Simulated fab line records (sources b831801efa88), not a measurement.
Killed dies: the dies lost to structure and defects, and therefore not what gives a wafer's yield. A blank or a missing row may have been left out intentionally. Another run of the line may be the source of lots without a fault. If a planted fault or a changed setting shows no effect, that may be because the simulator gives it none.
Which tool is to blame? | flow sky130 | 24 lots, 72 wafers sampled, at 6 steps of a route of 708

WHAT THE GAUGES SHOWED, per wafer
SKY_POLY_GATE_CD_MEAS_13: target cd 150 nm. Usual: cd nm 150.3 nm, standard deviation 1.5.
lot  | measured     | on        | cd nm (nm)        | flag
L074 | day 16 10:33 | cd sem-01 | 149.0 148.9 148.6 |
L075 | day 16 16:29 | cd sem-02 | 152.9 152.2 153.3 |
L076 | day 17 06:34 | cd sem-02 | 149.2 148.5 150.0 |
L077 | day 17 11:02 | cd sem-01 | 150.3 149.6 151.1 |
L078 | day 17 21:15 | cd sem-01 | 151.0 151.7 150.8 |
L079 | day 18 17:47 | cd sem-01 | 152.4 152.1 150.9 |
L080 | day 19 10:16 | cd sem-01 | 150.4 150.3 151.6 |
L081 | day 19 10:44 | cd sem-02 | 152.5 152.8 150.7 |
L082 | day 19 11:12 | cd sem-01 | 150.6 150.4 150.0 |
L083 | day 19 15:27 | cd sem-01 | 147.6 147.6 147.4 |
L084 | day 19 18:19 | cd sem-01 | 149.2 149.9 148.8 |
L085 | day 20 07:50 | cd sem-01 | 151.0 152.5 153.2 |
L086 | day 20 18:22 | cd sem-01 | 150.9 150.5 151.1 |
L087 | day 20 23:16 | cd sem-02 | 151.0 151.4 150.7 |
L088 | day 21 08:06 | cd sem-01 | 150.4 149.9 148.4 |
L089 | day 21 17:36 | cd sem-01 | 148.5 147.1 147.4 |
L090 | day 23 14:30 | cd sem-02 | 152.0 150.9 151.5 |
L091 | day 23 14:54 | cd sem-01 | 148.3 148.0 150.7 |
L092 | day 23 14:55 | cd sem-02 | 150.0 151.6 151.8 |
L093 | day 23 15:35 | cd sem-02 | 151.9 150.2 151.7 |
L094 | day 23 15:55 | cd sem-01 | 149.8 149.3 151.8 |
L095 | day 24 00:01 | cd sem-01 | 149.6 149.9 149.2 |
L096 | day 24 06:41 | cd sem-01 | 151.0 150.8 150.8 |
L097 | day 24 14:38 | cd sem-02 | 149.4 148.5 149.2 |

SKY_CAPM_THK_MEAS_04: measures by xrf. Usual: CAPM_TIN_THK typically reads 201.7 nm, with standard deviation 2.6.
lot  | measured     | on            | CAPM_TIN_THK (nm) | flag
L074 | day 36 05:05 | film metro-04 | 200.2 203.7 203.6 |
L075 | day 36 12:13 | film metro-01 | 203.5 202.9 200.7 |
L076 | day 36 22:55 | film metro-03 | 199.7 205.3 200.4 |
L077 | day 37 04:59 | film metro-03 | 201.5 204.9 203.4 |
L078 | day 37 15:10 | film metro-01 | 203.8 199.5 201.8 |
L079 | day 38 05:56 | film metro-03 | 199.5 200.8 203.5 |
L080 | day 38 16:39 | film metro-04 | 201.1 206.2 206.6 |
L081 | day 38 18:32 | film metro-03 | 203.0 200.7 200.7 |
L082 | day 38 21:37 | film metro-03 | 198.9 200.5 198.2 |
L083 | day 38 21:58 | film metro-01 | 200.5 199.1 199.9 |
L084 | day 39 03:35 | film metro-03 | 194.9 199.2 199.0 |
L085 | day 39 11:17 | film metro-01 | 205.6 199.2 202.2 |
L086 | day 39 19:01 | film metro-04 | 203.5 202.1 204.0 |
L087 | day 40 02:04 | film metro-03 | 201.5 200.5 200.5 |
L088 | day 40 08:15 | film metro-01 | 198.3 197.2 196.1 |
L089 | day 40 15:57 | film metro-04 | 202.6 205.3 206.8 |
L090 | day 42 02:16 | film metro-03 | 204.8 204.3 202.6 |
L091 | day 42 05:44 | film metro-01 | 206.3 203.2 202.9 |
L092 | day 42 04:13 | film metro-04 | 206.5 202.0 205.5 |
L093 | day 42 05:45 | film metro-03 | 202.4 199.4 198.9 |
L094 | day 42 08:59 | film metro-03 | 204.7 204.3 205.0 |
L095 | day 42 13:11 | film metro-03 | 200.3 203.4 202.3 |
L096 | day 42 17:55 | film metro-03 | 203.3 204.1 199.7 |
L097 | day 42 23:35 | film metro-01 | 201.8 201.8 199.5 |

SKY_VIA4_BOW_MEAS_03. Usual: VIA4_BOW typically reads 79 um, with standard deviation 9.8.
lot  | measured     | on            | VIA4_BOW (um) | flag
L074 | day 41 18:11 | film metro-03 | 96 104 89     |
L075 | day 41 23:39 | film metro-04 | 86 92 91      |
L076 | day 42 08:55 | film metro-04 | 100 93 94     |
L077 | day 42 15:47 | film metro-03 | 92 94 85      |
L078 | day 42 23:22 | film metro-04 | 89 68 79      |
L079 | day 43 12:39 | film metro-03 | 69 68 78      |
L080 | day 43 21:59 | film metro-03 | 80 87 75      |
L081 | day 44 00:31 | film metro-02 | 72 76 69      |
L082 | day 44 03:10 | film metro-03 | 78 81 76      |
L083 | day 44 03:31 | film metro-04 | 66 75 69      |
L084 | day 44 06:34 | film metro-02 | 91 89 87      |
L085 | day 44 15:00 | film metro-02 | 68 68 68      |
L086 | day 44 21:22 | film metro-04 | 68 76 80      |
L087 | day 45 03:10 | film metro-02 | 86 68 75      |
L088 | day 45 10:10 | film metro-02 | 82 75 79      |
L089 | day 45 15:23 | film metro-02 | 82 74 70      |
L090 | day 46 22:22 | film metro-04 | 79 84 86      |
L091 | day 46 23:50 | film metro-02 | 82 69 91      |
L092 | day 46 23:33 | film metro-03 | 79 92 76      |
L093 | day 47 01:00 | film metro-02 | 84 80 72      |
L094 | day 47 02:17 | film metro-04 | 73 75 73      |
L095 | day 47 09:48 | film metro-03 | 69 85 78      |
L096 | day 47 11:11 | film metro-02 | 65 62 61      |
L097 | day 47 17:23 | film metro-03 | 81 88 96      |

WHICH TOOL RAN EACH LOT (tool, then ch and the chambers of the sampled wafers, then the start)
lot  | SKY_METAL3_SPUTTER_01        | SKY_CAPM_STRIP_14                    | SKY_METAL3_ETCH_16
L074 | pvd sputter-04, day 36 04:38 | plasma asher-04 ch 0,1, day 37 07:25 | rie metal-02 ch 0,1, day 38 10:05
L075 | pvd sputter-03, day 36 11:46 | plasma asher-04 ch 0,1, day 37 14:28 | rie metal-04 ch 0, day 38 16:39
L076 | pvd sputter-01, day 36 22:27 | plasma asher-04 ch 0,1, day 38 00:06 | rie metal-01 ch 0,1, day 39 02:10
L077 | pvd sputter-04, day 37 04:31 | plasma asher-01 ch 0,1, day 38 06:32 | rie metal-02 ch 0,1, day 39 08:20
L078 | pvd sputter-03, day 37 14:43 | plasma asher-01 ch 0,1, day 38 16:53 | rie metal-02 ch 0,1, day 39 18:13
L079 | pvd sputter-03, day 38 05:28 | plasma asher-01 ch 0,1, day 39 07:08 | rie metal-04 ch 0,1, day 40 08:10
L080 | pvd sputter-03, day 38 16:12 | plasma asher-01 ch 0,1, day 39 16:46 | rie metal-01 ch 0, day 40 18:16
L081 | pvd sputter-01, day 38 18:04 | plasma asher-04 ch 0,1, day 39 18:51 | rie metal-01 ch 0,1, day 40 20:41
L082 | pvd sputter-01, day 38 21:10 | plasma asher-04 ch 0,1, day 39 21:46 | rie metal-04 ch 0,1, day 40 23:23
L083 | pvd sputter-04, day 38 21:31 | plasma asher-01 ch 0,1, day 39 22:16 | rie metal-01 ch 0,1, day 40 23:44
L084 | pvd sputter-03, day 39 03:08 | plasma asher-01 ch 1, day 40 03:50   | rie metal-04 ch 0,1, day 41 05:15
L085 | pvd sputter-04, day 39 10:49 | plasma asher-04 ch 0,1, day 40 12:12 | rie metal-01 ch 0,1, day 41 13:28
L086 | pvd sputter-03, day 39 18:33 | plasma asher-04 ch 0,1, day 40 19:42 | rie metal-04 ch 0,1, day 41 20:49
L087 | pvd sputter-03, day 40 01:38 | plasma asher-04 ch 0,1, day 41 01:49 | rie metal-01 ch 0,1, day 42 02:40
L088 | pvd sputter-01, day 40 07:48 | plasma asher-01 ch 0,1, day 41 08:41 | rie metal-02 ch 1, day 42 09:17
L089 | pvd sputter-01, day 40 15:31 | plasma asher-04 ch 0,1, day 41 15:49 | rie metal-04 ch 1, day 42 14:53
L090 | pvd sputter-03, day 42 01:49 | plasma asher-01 ch 0,1, day 43 01:25 | rie metal-01 ch 0,1, day 44 00:47
L091 | pvd sputter-03, day 42 05:17 | plasma asher-01 ch 0,1, day 43 04:14 | rie metal-01 ch 0,1, day 44 03:12
L092 | pvd sputter-01, day 42 03:44 | plasma asher-04 ch 0,1, day 43 02:31 | rie metal-04 ch 0,1, day 44 02:14
L093 | pvd sputter-04, day 42 05:18 | plasma asher-04 ch 0,1, day 43 04:34 | rie metal-04 ch 0,1, day 44 03:20
L094 | pvd sputter-04, day 42 08:32 | plasma asher-01 ch 0,1, day 43 07:31 | rie metal-04 ch 0, day 44 06:53
L095 | pvd sputter-04, day 42 12:43 | plasma asher-01 ch 0,1, day 43 11:49 | rie metal-04 ch 0,1, day 44 11:26
L096 | pvd sputter-01, day 42 17:26 | plasma asher-03 ch 0,1, day 43 16:03 | rie metal-04 ch 0,1, day 44 14:59
L097 | pvd sputter-04, day 42 23:05 | plasma asher-03 ch 0,1, day 43 22:20 | rie metal-02 ch 0,1, day 44 21:26
- SKY_METAL3_SPUTTER_01: material TiN, target thk 20 nm, time 16.7 s.
- SKY_CAPM_STRIP_14: strips in O2/N2.
- SKY_METAL3_ETCH_16: etches BARC in N2/H2, stops on SiO2, time 88.2 s, target depth 60 nm.

WHAT THE TOOLS THEMSELVES READ (means of the sampled wafers that have a number; where no wafer has one, the mark that the record gives instead)
SKY_METAL3_SPUTTER_01. Usual: chamber pressure pa 0.4000 Pa, standard deviation 0.00077; throttle valve pct 29.5 %, standard deviation 1.
lot  | tool           | chamber pressure pa (Pa) | throttle valve pct (%) | flag
L074 | pvd sputter-04 | 0.4009                   | 29.2                   |
L075 | pvd sputter-03 | 0.3998                   | 29.5                   |
L076 | pvd sputter-01 | 0.4001                   | 30.2                   |
L077 | pvd sputter-04 | 0.4000                   | 29.5                   |
L078 | pvd sputter-03 | 0.3994                   | 28.8                   |
L079 | pvd sputter-03 | 0.3992                   | 29.5                   |
L080 | pvd sputter-03 | 0.4003                   | 30.6                   |
L081 | pvd sputter-01 | 0.4001                   | 30.0                   |
L082 | pvd sputter-01 | 0.4004                   | 30.5                   |
L083 | pvd sputter-04 | 0.3992                   | 29.5                   |
L084 | pvd sputter-03 | 0.3994                   | 28.6                   |
L085 | pvd sputter-04 | 0.3996                   | 28.8                   |
L086 | pvd sputter-03 | 0.4003                   | 29.6                   |
L087 | pvd sputter-03 | 0.4002                   | 29.3                   |
L088 | pvd sputter-01 | 0.4000                   | 30.0                   |
L089 | pvd sputter-01 | 0.3993                   | 30.1                   |
L090 | pvd sputter-03 | 0.4003                   | 29.6                   |
L091 | pvd sputter-03 | 0.4000                   | 29.3                   |
L092 | pvd sputter-01 | 0.4004                   | 30.3                   |
L093 | pvd sputter-04 | 0.4010                   | 29.3                   |
L094 | pvd sputter-04 | 0.3997                   | 30.2                   |
L095 | pvd sputter-04 | 0.3994                   | 29.2                   |
L096 | pvd sputter-01 | 0.4000                   | 30.1                   |
L097 | pvd sputter-04 | 0.4000                   | 28.8                   |

SKY_CAPM_STRIP_14. Usual: drypump motor current A 5.67 A, standard deviation 0.29; oes product au 0.710 a.u., standard deviation 0.0043; strip time to endpoint s 12.68 s, standard deviation 0.042.
lot  | tool            | drypump motor current A (A) | oes product au (a.u.) | strip time to endpoint s (s) | flag
L074 | plasma asher-04 | 5.83                        | 0.713                 | 12.63                        |
L075 | plasma asher-04 | 5.83                        | 0.712                 | 12.67                        |
L076 | plasma asher-04 | 5.90                        | 0.711                 | 12.75                        |
L077 | plasma asher-01 | 5.42                        | 0.708                 | 12.69                        |
L078 | plasma asher-01 | 5.35                        | 0.711                 | 12.71                        |
L079 | plasma asher-01 | 5.41                        | 0.708                 | 12.68                        |
L080 | plasma asher-01 | 5.42                        | 0.710                 | 12.67                        |
L081 | plasma asher-04 | 5.83                        | 0.713                 | 12.65                        |
L082 | plasma asher-04 | 5.90                        | 0.708                 | 12.67                        |
L083 | plasma asher-01 | 5.34                        | 0.711                 | 12.71                        |
L084 | plasma asher-01 | 5.50                        | 0.710                 | 12.73                        |
L085 | plasma asher-04 | 5.90                        | 0.710                 | 12.65                        |
L086 | plasma asher-04 | 5.81                        | 0.713                 | 12.61                        |
L087 | plasma asher-04 | 5.82                        | 0.714                 | 12.66                        |
L088 | plasma asher-01 | 5.36                        | 0.714                 | 12.59                        |
L089 | plasma asher-04 | 5.81                        | 0.709                 | 12.73                        |
L090 | plasma asher-01 | 5.39                        | 0.711                 | 12.72                        |
L091 | plasma asher-01 | 5.41                        | 0.715                 | 12.69                        |
L092 | plasma asher-04 | 5.82                        | 0.715                 | 12.67                        |
L093 | plasma asher-04 | 5.81                        | 0.707                 | 12.70                        |
L094 | plasma asher-01 | 5.37                        | 0.710                 | 12.66                        |
L095 | plasma asher-01 | 5.37                        | 0.710                 | 12.64                        |
L096 | plasma asher-03 | 6.19                        | 0.708                 | 12.68                        |
L097 | plasma asher-03 | 6.21                        | 0.711                 | 12.70                        |

SKY_METAL3_ETCH_16. Usual: drypump motor current A 5.9 A, standard deviation 0.34; oes product au 0.625 a.u., standard deviation 0.0047; throttle valve pct 13.205 %, standard deviation 0.0095.
lot  | tool         | drypump motor current A (A) | oes product au (a.u.) | throttle valve pct (%) | flag
L074 | rie metal-02 | 6.2                         | 0.621                 | 13.205                 |
L075 | rie metal-04 | 6.0                         | 0.628                 | 13.208                 |
L076 | rie metal-01 | 5.7                         | 0.626                 | 13.207                 |
L077 | rie metal-02 | 6.1                         | 0.629                 | 13.203                 |
L078 | rie metal-02 | 6.2                         | 0.623                 | 13.199                 |
L079 | rie metal-04 | 6.0                         | 0.621                 | 13.208                 |
L080 | rie metal-01 | 5.1                         | 0.623                 | 13.197                 |
L081 | rie metal-01 | 5.7                         | 0.622                 | 13.207                 |
L082 | rie metal-04 | 5.9                         | 0.623                 | 13.199                 |
L083 | rie metal-01 | 5.7                         | 0.622                 | 13.201                 |
L084 | rie metal-04 | 6.0                         | 0.629                 | 13.205                 |
L085 | rie metal-01 | 5.7                         | 0.631                 | 13.206                 |
L086 | rie metal-04 | 6.0                         | 0.625                 | 13.204                 |
L087 | rie metal-01 | 5.4                         | 0.624                 | 13.214                 |
L088 | rie metal-02 | 6.0                         | 0.624                 | 13.204                 |
L089 | rie metal-04 | 6.0                         | 0.623                 | 13.206                 |
L090 | rie metal-01 | 5.7                         | 0.619                 | 13.201                 |
L091 | rie metal-01 | 5.4                         | 0.628                 | 13.204                 |
L092 | rie metal-04 | 6.0                         | 0.625                 | 13.198                 |
L093 | rie metal-04 | 6.0                         | 0.627                 | 13.212                 |
L094 | rie metal-04 | 6.0                         | 0.621                 | 13.200                 |
L095 | rie metal-04 | 6.0                         | 0.624                 | 13.197                 |
L096 | rie metal-04 | 6.0                         | 0.625                 | 13.214                 |
L097 | rie metal-02 | 6.1                         | 0.625                 | 13.202                 |

THE ANSWER, worked out from the rows above alone
Rule: lot off if the mean of its wafers having a number is beyond 3 standard deviations from the usual mean. Also off: a lot with no number at a reading for which 4 or more lots have one. Where the step has rows for the other lots, those lots are counted as sound. The gauges are gone through in route order, then the tools' own readings, and for those a lot's mean is taken as printed above. The first step at which some lot is off is used, and at that step the reading that is off furthest; a lot without a number counts as furthest.
No lot is off at any reading shown: from this, nothing can be told.

WHAT WAS PUT IN BY THE SIMULATOR
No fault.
